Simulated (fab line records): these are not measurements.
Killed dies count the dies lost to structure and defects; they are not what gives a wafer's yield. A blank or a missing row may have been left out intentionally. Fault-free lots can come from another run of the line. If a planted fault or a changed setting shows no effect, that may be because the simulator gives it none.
Which tool did it? / flow sky130 / at 1 step of a route of 708, 10 lots with 30 wafers sampled

## WHAT THE GAUGES READ, wafer by wafer
SKY_METAL1_THK_MEAS_06: measures by xrf. Usual: METAL1_ALCU_THK typically reads 254 nm, with standard deviation 3.3.
lot=L800; measured=day 31 10:28; on=filmMetro-01; METAL1_ALCU_THK (nm)=251 254 253; flag=
lot=L801; measured=day 31 22:25; on=filmMetro-04; METAL1_ALCU_THK (nm)=252 256 256; flag=
lot=L808; measured=day 34 03:52; on=filmMetro-03; METAL1_ALCU_THK (nm)=251 254 255; flag=
lot=L811; measured=day 35 05:56; on=filmMetro-04; METAL1_ALCU_THK (nm)=257 254 256; flag=
lot=L813; measured=day 36 02:37; on=filmMetro-03; METAL1_ALCU_THK (nm)=250 247 248; flag=
lot=L819; measured=day 37 13:44; on=filmMetro-03; METAL1_ALCU_THK (nm)=251 251 251; flag=
lot=L820; measured=day 37 19:41; on=filmMetro-03; METAL1_ALCU_THK (nm)=256 253 254; flag=
lot=L821; measured=day 38 03:56; on=filmMetro-04; METAL1_ALCU_THK (nm)=258 253 252; flag=
lot=L822; measured=day 38 12:37; on=filmMetro-04; METAL1_ALCU_THK (nm)=251 255 254; flag=
lot=L823; measured=day 38 20:44; on=filmMetro-03; METAL1_ALCU_THK (nm)=251 251 254; flag=

## WHAT TOOL EACH LOT RAN ON (gives the tool, then ch and the chambers of the sampled wafers, and finally the start)
The record shows no process step preceding these readings.

## AS READ BY THE TOOLS THEMSELVES (means over the sampled wafers that have a number; for cases with no such wafer, the mark the record gives instead)
The record holds no such reading with a usual standard deviation.

## THE ANSWER, worked out from the rows above alone
Rule: lot off if the mean of its wafers having a number is beyond 3 standard deviations from the usual mean. Also off: a lot with no number at a reading for which 4 or more lots have one. Any other lot the step has rows for is counted as sound. First the gauges in route order, then the tools' own readings, where a lot's mean is used as printed above. At the first step where some lot is off, the reading lying furthest off is the one used; lots without a number count as furthest.
Nothing can be told from this: no lot is off at any reading shown.

## WHAT HAD BEEN PUT IN BY THE SIMULATOR
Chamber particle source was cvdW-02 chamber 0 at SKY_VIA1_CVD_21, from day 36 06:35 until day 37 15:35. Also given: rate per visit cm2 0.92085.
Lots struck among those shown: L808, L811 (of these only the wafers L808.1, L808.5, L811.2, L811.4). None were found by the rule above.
